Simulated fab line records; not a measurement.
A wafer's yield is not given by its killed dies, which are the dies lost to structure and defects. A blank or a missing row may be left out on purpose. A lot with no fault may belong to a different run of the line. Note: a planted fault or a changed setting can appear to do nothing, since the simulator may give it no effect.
fab line records + flow sky130
record:
- lots: 6
- wafers: 18
- lastDay: 47
route steps=708 shown LDD_HVP@288 LDD_LDN@289 PAD_OPEN@708
lots with no fault: from the same line, run without faults
startH: hours from the record's first day to the start of the lot's first wafer shown + waitH: hours from the lot's prior step to this one + " same as the row above + L1.1+2: a single row standing in for several wafers + - either no value or no given start + * or withheld: withheld + < > ~ a bound
route shown NAME@n: NAME is a module with steps in the file, n the number in the route of the first one + usual: mean/standard deviation taken from wafers without a fault + same: alike in all rows + chamber/n: place in a boat + sites: each site's reading + _std_site: standard deviation of those values + _edge_site: mean of outer sites minus mean of inner sites + radiusMm: for every site, how far away it sits from the centre of the wafer + mask NAME#n: copy n + behind: tool/chamber where the wafer was last shaped + hold: why the lot was held/for how many hours/how that ended + device: the n, p or np transistor that did not switch + end of line: tests run on the same wafers once the route is complete + a step without rows: its recipe alone + killed: count of dies lost to structure and defects at first sort (not the wafer's yield) + map: shows each die of a wafer: x if killed, . if not, _ if none is there
set.NAME: setting as actually run; set.NAME@STEP: the setting as run at that earlier step + model.NAME: the simulator's own value behind a step, which no gauge read
certain route steps with their lots: each step a table, each wafer a row
services: from which hour (startH, from the record's first day; less than 0 if before it) a tool's chamber was out of use, for how many hours, and why
== steps ==
step: SKY_LDD_HVP_TW_MEAS_10
usual:
- LDD_HVP_TW: 457/7.5
| lot.wafer | tool         | chamber | startH | waitH | LDD_HVP_TW |
|-----------|--------------|---------|--------|-------|------------|
| L220.2    | filmMetro-01 | -       | 500.93 | 0.1   | 467        |
| L220.4    | "            | -       | "      | "     | 466        |
| L220.5    | "            | -       | "      | "     | 468        |
| L221.1    | filmMetro-03 | -       | 506.47 | 0.1   | 449        |
| L221.3    | "            | -       | "      | "     | 450        |
| L221.4    | "            | -       | "      | "     | 450        |
| L222.1    | filmMetro-02 | -       | 510.66 | 0.1   | 460        |
| L222.3    | "            | -       | "      | "     | 460        |
| L222.6    | "            | -       | "      | "     | 458        |
| L225.1    | filmMetro-03 | -       | 542.72 | 0.1   | 449        |
| L225.2    | "            | -       | "      | "     | 448        |
| L225.3    | "            | -       | "      | "     | 447        |
| L226.2    | filmMetro-01 | -       | 546.52 | 0.1   | 466        |
| L226.5    | "            | -       | "      | "     | 465        |
| L226.6    | "            | -       | "      | "     | 465        |
| L227.4    | filmMetro-02 | -       | 559.94 | 0.1   | 459        |
| L227.5    | "            | -       | "      | "     | 461        |
| L227.6    | "            | -       | "      | "     | 457        |
step: SKY_LDD_LDN_DEHYDRATE_00
recipe:
- tempC: 200
- timeS: 60
step: SKY_LDD_LDN_HMDS_01
recipe:
- primeTimeS: 60
- primeTempC: 120
step: SKY_LDD_LDN_COAT_02
recipe:
- resist: NOVOLAK
- spinRpm: 3000
- resistThkNm: 1140
step: SKY_LDD_LDN_SOFTBAKE_03
recipe:
- tempC: 90
- timeS: 60
- resist: NOVOLAK
step: SKY_LDD_LDN_EXPOSE_04
recipe:
- maskId: LDNTM
- na: 0.6
- sourceShape: conventional
- sigmaOuter: 0.6
- polarization: unpolarized
- targetCdNm: 700
- doseMj: 140
step: SKY_LDD_LDN_PEB_05
recipe:
- tempC: withheld
- timeS: *
- resist: NOVOLAK
step: SKY_LDD_LDN_DEVELOP_06
recipe:
- resist: NOVOLAK
- developer: TMAH
- developTimeS: 60
- devTempC: 23
step: SKY_LDD_LDN_OVL_MEAS_07
usual:
- LDD_LDN_OVL: 1.2/1.3
| lot.wafer | tool       | chamber | startH | waitH | LDD_LDN_OVL[nm] |
|-----------|------------|---------|--------|-------|-----------------|
| L220.2    | overlay-01 | -       | 530.38 | 0.1   | 0.7             |
| L220.4    | "          | -       | "      | "     | 1.0             |
| L220.5    | "          | -       | "      | "     | 0.1             |
| L221.1    | overlay-01 | -       | 536.93 | 0.1   | 0.9             |
| L221.3    | "          | -       | "      | "     | 0.0             |
| L221.4    | "          | -       | "      | "     | 1.7             |
| L222.1    | overlay-02 | -       | 540.39 | 0.1   | 3.0             |
| L222.3    | "          | -       | "      | "     | 2.2             |
| L222.6    | "          | -       | "      | "     | 2.6             |
| L225.1    | overlay-02 | -       | 571.44 | 0.1   | 0.4             |
| L225.2    | "          | -       | "      | "     | 0.2             |
| L225.3    | "          | -       | "      | "     | 1.4             |
| L226.2    | overlay-01 | -       | 576.03 | 0.1   | 1.4             |
| L226.5    | "          | -       | "      | "     | 2.2             |
| L226.6    | "          | -       | "      | "     | 0.4             |
| L227.4    | overlay-02 | -       | 590.20 | 0.1   | 0.6             |
| L227.5    | "          | -       | "      | "     | -0.6            |
| L227.6    | "          | -       | "      | "     | 0.8             |
step: SKY_LDD_LDN_IMPLANT_08
recipe:
- species: As
- energyKev: 15
- doseCm2: 1.25e+13
- tiltDeg: withheld
- rotationDeg: 23
step: SKY_LDD_LDN_IMPLANT_09
recipe:
- species: As
- energyKev: 15.17
- doseCm2: 1.25e+13
- tiltDeg: withheld
- rotationDeg: 113
step: SKY_LDD_LDN_IMPLANT_10
recipe:
- species: As
- energyKev: 15
- doseCm2: 1.25e+13
- tiltDeg: withheld
- rotationDeg: 203
step: SKY_LDD_LDN_IMPLANT_11
recipe:
- species: As
- energyKev: 15
- doseCm2: 1.25e+13
- tiltDeg: withheld
- rotationDeg: 293
usual:
- beamOnS: 10.00/0.18
- implantIonAmu: 75/0
| lot.wafer | tool         | chamber | startH | waitH | beamOnS | implantIonAmu | model.implant.rpNm | model.implant.drpNm |
|-----------|--------------|---------|--------|-------|---------|---------------|--------------------|---------------------|
| L220.2    | implanter-01 | 0       | 530.89 | 0.1   | 10.14   | 75            | 12.88              | 5.933               |
| L220.4    | "            | 0       | "      | "     | 9.75    | 75            | 12.88              | 5.933               |
| L220.5    | "            | 0       | "      | "     | 9.60    | 75            | 12.88              | 5.933               |
| L221.1    | implanter-01 | 0       | 537.41 | 0.1   | 10.20   | 75            | 12.91              | 5.933               |
| L221.3    | "            | 0       | "      | "     | 9.84    | 75            | 12.91              | 5.933               |
| L221.4    | "            | 0       | "      | "     | 9.95    | 75            | 12.91              | 5.933               |
| L222.1    | implanter-01 | 0       | 540.88 | 0.1   | 10.25   | 75            | 12.88              | 5.933               |
| L222.3    | "            | 0       | "      | "     | 10.24   | 75            | 12.88              | 5.933               |
| L222.6    | "            | 0       | "      | "     | 10.08   | 75            | 12.88              | 5.933               |
| L225.1    | implanter-01 | 0       | 571.93 | 0.1   | 10.16   | 31            | 22.74              | 10.9                |
| L225.2    | "            | 0       | "      | "     | 10.20   | 31            | 22.74              | 10.9                |
| L225.3    | "            | 0       | "      | "     | 9.96    | 31            | 22.74              | 10.9                |
| L226.2    | implanter-01 | 0       | 576.54 | 0.1   | 10.04   | 31            | 23.25              | 10.9                |
| L226.5    | "            | 0       | "      | "     | 10.06   | 31            | 23.25              | 10.9                |
| L226.6    | "            | 0       | "      | "     | 10.08   | 31            | 23.25              | 10.9                |
| L227.4    | implanter-02 | 0       | 590.74 | 0.1   | 9.88    | 31            | 22.7               | 10.9                |
| L227.5    | "            | 0       | "      | "     | 10.15   | 31            | 22.7               | 10.9                |
| L227.6    | "            | 0       | "      | "     | 9.95    | 31            | 22.7               | 10.9                |
step: SKY_LDD_LDN_STRIP_12
recipe:
- chemistry: O2/N2
- powerW: 1400
- pressureMtorr: 1500
- platenTempC: withheld
- o2FlowSccm: 3000
- n2FlowSccm: 300
- overashFraction: 0.5
usual:
- chamberPressureMTorr: 1500.0/1.3
- drypumpMotorCurrentA: 5.7/0.49
- oesProductAu: 0.716/0.0045
- stripTimeToEndpointS: 14.19/0.037
| lot.wafer | tool           | chamber | startH | waitH | chamberPressureMTorr | drypumpMotorCurrentA | oesProductAu | rfHoursCounterH | stripTimeToEndpointS |
|-----------|----------------|---------|--------|-------|----------------------|----------------------|--------------|-----------------|----------------------|
| L220.2    | plasmaAsher-02 | 0       | 531.01 | 0.1   | 1498.5               | 5.0                  | 0.719        | 40              | 14.21                |
| L220.4    | "              | 1       | "      | "     | 1498.2               | 6.1                  | 0.708        | -               | 14.21                |
| L220.5    | "              | 1       | "      | "     | 1500.7               | 6.1                  | 0.713        | -               | 14.18                |
| L221.1    | plasmaAsher-01 | 1       | 537.56 | 0.1   | 1499.7               | 5.6                  | 0.720        | 11              | 14.19                |
| L221.3    | "              | 0       | "      | "     | 1501.3               | 6.3                  | 0.716        | -               | 14.23                |
| L221.4    | "              | 1       | "      | "     | 1499.0               | 5.7                  | 0.710        | -               | 14.16                |
| L222.1    | plasmaAsher-02 | 0       | 541.03 | 0.1   | 1499.6               | 5.0                  | 0.718        | 42              | 14.15                |
| L222.3    | "              | 0       | "      | "     | 1500.2               | 5.0                  | 0.716        | -               | 14.13                |
| L222.6    | "              | 0       | "      | "     | 1499.6               | 5.0                  | 0.718        | -               | 14.14                |
| L225.1    | plasmaAsher-01 | 1       | 572.08 | 0.1   | 1500.5               | 5.7                  | 0.712        | 14              | 14.22                |
| L225.2    | "              | 0       | "      | "     | 1500.7               | 6.3                  | 0.711        | 14              | 14.16                |
| L225.3    | "              | 0       | "      | "     | 1500.1               | 6.3                  | 0.719        | -               | 14.17                |
| L226.2    | plasmaAsher-01 | 0       | 576.66 | 0.1   | 1502.1               | 6.4                  | 0.722        | 15              | 14.23                |
| L226.5    | "              | 1       | "      | "     | 1501.2               | 5.7                  | 0.717        | -               | 14.27                |
| L226.6    | "              | 0       | "      | "     | 1499.4               | 6.3                  | 0.718        | -               | 14.23                |
| L227.4    | plasmaAsher-03 | 0       | 590.85 | 0.1   | 1499.7               | 5.2                  | 0.717        | -               | 14.19                |
| L227.5    | "              | 1       | "      | "     | 1500.2               | 6.1                  | 0.713        | -               | 14.24                |
| L227.6    | "              | 0       | "      | "     | 1499.6               | 5.2                  | 0.722        | -               | 14.26                |
step: SKY_LDD_LDN_TW_MEAS_13
usual:
- LDD_LDN_TW: 1481/15
| lot.wafer | tool         | chamber | startH | waitH | LDD_LDN_TW |
|-----------|--------------|---------|--------|-------|------------|
| L220.2    | filmMetro-04 | -       | 531.12 | 0.1   | 1474       |
| L220.4    | "            | -       | "      | "     | 1491       |
| L220.5    | "            | -       | "      | "     | 1484       |
| L221.1    | filmMetro-04 | -       | 537.66 | 0.1   | 1483       |
| L221.3    | "            | -       | "      | "     | 1479       |
| L221.4    | "            | -       | "      | "     | 1488       |
| L222.1    | filmMetro-03 | -       | 541.13 | 0.1   | 1452       |
| L222.3    | "            | -       | "      | "     | 1454       |
| L222.6    | "            | -       | "      | "     | 1458       |
| L225.1    | filmMetro-03 | -       | 572.18 | 0.1   | 1394       |
| L225.2    | "            | -       | "      | "     | 1390       |
| L225.3    | "            | -       | "      | "     | 1399       |
| L226.2    | filmMetro-02 | -       | 576.77 | 0.1   | 1439       |
| L226.5    | "            | -       | "      | "     | 1433       |
| L226.6    | "            | -       | "      | "     | 1426       |
| L227.4    | filmMetro-04 | -       | 590.94 | 0.1   | 1428       |
| L227.5    | "            | -       | "      | "     | 1427       |
| L227.6    | "            | -       | "      | "     | 1420       |
step: SKY_LDD_LDN_CLEAN_14
recipe:
- chemistry: SC1/SC2
- mix: 1:4:20
- tempC: 70
- timeS: 150
- dry: n2Spin
step: SKY_PAD_OPEN_PROBE_99
usual:
- killed_at_M0_to_M3: 45/6.8
- killed_at_M4_up: 3.1/2
- killedAtContacts: 23/5.2
- killedAtFrontEnd: 14/3.7
- killedAtOther: 0.3/0.61
- killedDies: 86/9
- killedOpen: 46/6.9
- killedShort: 39/6.4
same:
- grossDies: 492
- killedAtBackSide: 0
| lot.wafer | tool      | chamber | startH  | waitH | killed_at_M0_to_M3 | killed_at_M4_up | killedAtContacts | killedAtFrontEnd | killedAtOther | killedDies | killedOpen | killedShort | model.etest.tipSonos.rsOhmSq | model.etest.sonosUncharged.rOnOhmUm | model.etest.sonosProgrammed.offLog10AUm | model.etest.sonosProgrammed.vtV | model.etest.sonosUncharged.vtV | model.etest.sonosBaked.vtV | model.etest.sonosErased.vtV |
|-----------|-----------|---------|---------|-------|--------------------|-----------------|------------------|------------------|---------------|------------|------------|-------------|------------------------------|-------------------------------------|-----------------------------------------|---------------------------------|--------------------------------|----------------------------|-----------------------------|
| L220.2    | prober-01 | -       | 1085.48 | 0.1   | 36                 | 0               | 26               | 13               | 0             | 75         | 42         | 33          | 2774                         | 839                                 | -14.23                                  | 1.38                            | -0.3986                        | 0.8849                     | -2.126                      |
| L220.4    | prober-01 | -       | 1085.58 | 0.2   | 34                 | 2               | 19               | 11               | 0             | 66         | 35         | 31          | 2708                         | 827.2                               | -14.04                                  | 1.35                            | -0.4354                        | 0.8834                     | -2.173                      |
| L220.5    | prober-01 | -       | 1085.63 | 0.2   | 44                 | 3               | 28               | 4                | 1             | 80         | 44         | 36          | 2752                         | 808.7                               | -13.91                                  | 1.378                           | -0.4317                        | 0.8812                     | -2.207                      |
| L221.1    | prober-02 | -       | 1086.83 | 0.1   | 42                 | 7               | 22               | 15               | 1             | 87         | 46         | 41          | 2657                         | 811.6                               | -13.93                                  | 1.405                           | -0.4533                        | 0.9254                     | -2.23                       |
| L221.3    | prober-02 | -       | 1086.93 | 0.2   | 45                 | 1               | 27               | 14               | 0             | 87         | 48         | 39          | 2630                         | 812                                 | -13.89                                  | 1.333                           | -0.4642                        | 0.8358                     | -2.149                      |
| L221.4    | prober-02 | -       | 1086.98 | 0.2   | 40                 | 3               | 23               | 11               | 0             | 77         | 45         | 32          | 2674                         | 807.5                               | -13.8                                   | 1.35                            | -0.4646                        | 0.8634                     | -2.219                      |
| L222.1    | prober-01 | -       | 1087.96 | 0.1   | 37                 | 3               | 27               | 14               | 2             | 83         | 50         | 32          | 2696                         | 816.7                               | -14.09                                  | 1.458                           | -0.4138                        | 0.9408                     | -2.245                      |
| L222.3    | prober-01 | -       | 1088.06 | 0.2   | 39                 | 2               | 25               | 19               | 0             | 85         | 40         | 45          | 2674                         | 809.2                               | -13.93                                  | 1.393                           | -0.4256                        | 0.9204                     | -2.239                      |
| L222.6    | prober-01 | -       | 1088.21 | 0.2   | 31                 | 6               | 16               | 13               | 0             | 66         | 32         | 33          | 2707                         | 801.5                               | -13.91                                  | 1.434                           | -0.4285                        | 0.8825                     | -2.257                      |
| L225.1    | prober-02 | -       | 1103.77 | 0.1   | 59                 | 2               | 23               | 9                | 0             | 93         | 57         | 34          | 1952                         | 781.5                               | -12.26                                  | 1.305                           | -0.5093                        | 0.7987                     | -2.396                      |
| L225.2    | prober-02 | -       | 1103.82 | 0.1   | 40                 | 1               | 23               | 11               | 0             | 75         | 42         | 33          | 1982                         | 768.4                               | -11.88                                  | 1.303                           | -0.586                         | 0.8092                     | -2.445                      |
| L225.3    | prober-02 | -       | 1103.87 | 0.2   | 48                 | 4               | 13               | 10               | 2             | 77         | 44         | 32          | 1970                         | 758.6                               | -12.21                                  | 1.32                            | -0.5858                        | 0.7891                     | -2.44                       |
| L226.2    | prober-01 | -       | 1109.80 | 0.1   | 44                 | 1               | 20               | 17               | 1             | 83         | 40         | 43          | 1964                         | 794.9                               | -11.94                                  | 1.232                           | -0.5199                        | 0.7422                     | -2.336                      |
| L226.5    | prober-01 | -       | 1109.95 | 0.2   | 56                 | 5               | 14               | 12               | 0             | 87         | 41         | 46          | 1984                         | 786.5                               | -11.91                                  | 1.226                           | -0.5522                        | 0.7888                     | -2.341                      |
| L226.6    | prober-01 | -       | 1110.00 | 0.2   | 46                 | 1               | 17               | 16               | 0             | 80         | 33         | 47          | 1973                         | 784.2                               | -12.07                                  | 1.263                           | -0.5584                        | 0.7533                     | -2.343                      |
| L227.4    | prober-02 | -       | 1116.18 | 0.2   | 47                 | 1               | 42               | 13               | 0             | 103        | 50         | 53          | 1885                         | 743.8                               | -10.62                                  | 1.289                           | -0.617                         | 0.7881                     | -2.442                      |
| L227.5    | prober-02 | -       | 1116.23 | 0.2   | 42                 | 0               | 38               | 21               | 0             | 101        | 57         | 44          | 1878                         | 765.2                               | -11.39                                  | 1.269                           | -0.5605                        | 0.7809                     | -2.43                       |
| L227.6    | prober-02 | -       | 1116.28 | 0.2   | 47                 | 2               | 20               | 15               | 3             | 87         | 45         | 42          | 1905                         | 755.1                               | -11.95                                  | 1.383                           | -0.5723                        | 0.835                      | -2.468                      |
killed by level:class
L220.2 LI_CONTACT:geometricParticle:open=10 VIA1:geometricParticle:open=9 CONTACT:geometricParticle:open=8 VIA1:geometricParticle:short=6 METAL1:geometricParticle:short=5 FIELD_ISO:geometricParticle:open=4 FIELD_ISO:geometricParticle:short=4 METAL3:geometricParticle:short=4
L220.4 VIA1:geometricParticle:open=10 CONTACT:geometricParticle:open=7 CONTACT:geometricParticle:short=4 METAL1:geometricParticle:short=4 VIA2:geometricParticle:open=4 FIELD_ISO:geometricParticle:open=3 POLY_GATE:geometricParticle:open=3 VIA2:geometricParticle:short=3
L220.5 VIA1:geometricParticle:open=13 CONTACT:geometricParticle:open=11 LI_CONTACT:geometricParticle:open=7 LOCAL_INTERCONNECT:geometricParticle:short=7 VIA1:geometricParticle:short=6 VIA3:geometricParticle:short=6 VIA2:geometricParticle:open=5 METAL1:geometricParticle:short=4
L221.1 VIA1:geometricParticle:open=9 CONTACT:geometricParticle:open=7 METAL2:geometricParticle:short=7 VIA2:geometricParticle:open=6 POLY_GATE:geometricParticle:short=5 LI_CONTACT:geometricParticle:open=5 VIA3:geometricParticle:open=5 VIA1:geometricParticle:short=5
L221.3 VIA1:geometricParticle:open=14 CONTACT:geometricParticle:open=8 VIA1:geometricParticle:short=7 VIA3:geometricParticle:open=7 METAL1:geometricParticle:short=6 LI_CONTACT:geometricParticle:open=5 POLY_GATE:geometricParticle:short=4 LI_CONTACT:geometricParticle:short=4
L221.4 VIA1:geometricParticle:open=11 LI_CONTACT:geometricParticle:open=10 CONTACT:geometricParticle:open=6 METAL1:geometricParticle:short=6 VIA3:geometricParticle:open=6 CONTACT:geometricParticle:short=4 POLY_GATE:geometricParticle:open=3 METAL4:geometricParticle:short=3
L222.1 CONTACT:geometricParticle:open=11 VIA1:geometricParticle:open=9 POLY_GATE:geometricParticle:open=7 VIA3:geometricParticle:open=7 LI_CONTACT:geometricParticle:open=6 VIA2:geometricParticle:open=5 LI_CONTACT:geometricParticle:short=4 METAL1:geometricParticle:short=4
L222.3 CONTACT:geometricParticle:open=7 CONTACT:geometricParticle:short=7 VIA1:geometricParticle:open=7 POLY_GATE:geometricParticle:short=6 LI_CONTACT:geometricParticle:open=6 METAL2:geometricParticle:short=6 VIA3:geometricParticle:short=6 POLY_GATE:geometricParticle:open=5
L222.6 VIA1:geometricParticle:open=8 METAL1:geometricParticle:short=7 CONTACT:geometricParticle:open=7 LI_CONTACT:geometricParticle:open=4 VIA2:geometricParticle:open=4 VIA3:geometricParticle:short=4 METAL4:geometricParticle:short=4 POLY_GATE:geometricParticle:short=3
L225.1 VIA1:geometricParticle:open=13 VIA2:geometricParticle:open=12 LI_CONTACT:geometricParticle:open=9 CONTACT:geometricParticle:open=8 METAL1:geometricParticle:short=8 METAL2:geometricParticle:short=7 VIA3:geometricParticle:open=7 VIA1:geometricParticle:short=4
L225.2 VIA1:geometricParticle:open=11 CONTACT:geometricParticle:open=8 VIA2:geometricParticle:open=6 CONTACT:geometricParticle:short=5 LI_CONTACT:geometricParticle:open=4 VIA1:geometricParticle:short=4 VIA3:geometricParticle:open=4 POLY_GATE:geometricParticle:short=3
L225.3 VIA1:geometricParticle:open=12 VIA3:geometricParticle:open=8 VIA2:geometricParticle:open=6 LI_CONTACT:geometricParticle:open=5 METAL1:geometricParticle:short=5 VIA3:geometricParticle:short=5 CONTACT:geometricParticle:open=4 VIA1:geometricParticle:short=4
L226.2 METAL2:geometricParticle:short=8 CONTACT:geometricParticle:open=7 VIA3:geometricParticle:open=7 VIA1:geometricParticle:open=6 FIELD_ISO:geometricParticle:short=5 LOCAL_INTERCONNECT:geometricParticle:short=5 LI_CONTACT:geometricParticle:short=4 METAL1:geometricParticle:short=4
L226.5 VIA1:geometricParticle:open=11 METAL2:geometricParticle:short=8 VIA1:geometricParticle:short=7 METAL1:geometricParticle:short=7 VIA3:geometricParticle:open=6 VIA2:geometricParticle:open=5 POLY_GATE:geometricParticle:open=4 METAL4:geometricParticle:short=4
L226.6 METAL1:geometricParticle:short=8 LI_CONTACT:geometricParticle:open=6 METAL2:geometricParticle:short=6 METAL3:geometricParticle:short=6 VIA2:geometricParticle:open=5 FIELD_ISO:geometricParticle:short=4 FIELD_ISO:geometricParticle:open=4 POLY_GATE:geometricParticle:open=4
L227.4 LI_CONTACT:geometricParticle:open=12 CONTACT:geometricParticle:open=11 LI_CONTACT:geometricParticle:short=8 VIA1:geometricParticle:open=8 VIA2:geometricParticle:short=7 VIA2:geometricParticle:open=7 METAL3:geometricParticle:short=6 CONTACT:geometricParticle:short=6
L227.5 CONTACT:geometricParticle:open=16 LI_CONTACT:geometricParticle:open=9 POLY_GATE:geometricParticle:open=8 VIA2:geometricParticle:open=8 VIA1:geometricParticle:open=7 CONTACT:geometricParticle:short=7 METAL1:geometricParticle:short=7 POLY_GATE:geometricParticle:short=5
L227.6 VIA1:geometricParticle:open=18 VIA2:geometricParticle:open=6 VIA3:geometricParticle:open=6 FIELD_ISO:geometricParticle:short=4 LI_CONTACT:geometricParticle:short=4 LI_CONTACT:geometricParticle:open=4 LOCAL_INTERCONNECT:geometricParticle:short=4 CONTACT:geometricParticle:open=4
== services ==
| tool           | chamber | startH | hours | kind   |
|----------------|---------|--------|-------|--------|
| plasmaAsher-02 | -       | 514.41 | 2.8   | pm     |
| implanter-01   | -       | 532.23 | 4.0   | repair |
| implanter-02   | -       | 541.21 | 40.7  | pm     |
| plasmaAsher-01 | -       | 545.91 | 7.1   | repair |
| plasmaAsher-02 | -       | 581.25 | 0.8   | repair |
| implanter-02   | -       | 581.87 | 4.3   | pm     |
| plasmaAsher-02 | -       | 589.04 | 14.1  | repair |
== key ==
firstSign:
- step: SKY_LDD_LDN_IMPLANT_11
- reading: implantIonAmu
- direction: down
- sigmas: 99+
- usual: 75
- struck: 31
effect:
- step: SKY_LDD_LDN_TW_MEAS_13
- reading: LDD_LDN_TW
- direction: down
- sigmas: 4.3
- usual: 1481
- struck: 1417
modelEffect:
- step: SKY_LDD_LDN_IMPLANT_11
- value: implant.rpNm
- without: 12.87
- struck: 22.9
modelEffect:
- step: SKY_PAD_OPEN_PROBE_99
- value: etest.tipSonos.rsOhmSq
- without: 2741
- struck: 1944
metAt SKY_LDD_LDN_IMPLANT_11
struckWafers L225.1,L225.2,L225.3,L226.2,L226.5,L226.6,L227.4,L227.5,L227.6
testerLeftOut L225,L226,L227
onsetBetween 540.88 571.93
fault:
- kind: wrongRecipeDownload
- tool: implanter-01,implanter-02,implanter-04
- chamber: -
- onsetH: 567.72
- steps: SKY_LDD_LDN_IMPLANT_11
- wrongRecipe.notListed: 1
testerLeftOut: of these lots the tester's yield and bins aren't shown, on N5 and GAA mostly nor the transistor test; their killed dies are dies lost to structure and defects alone, not to doping, threshold or leakage, so they don't give the yield
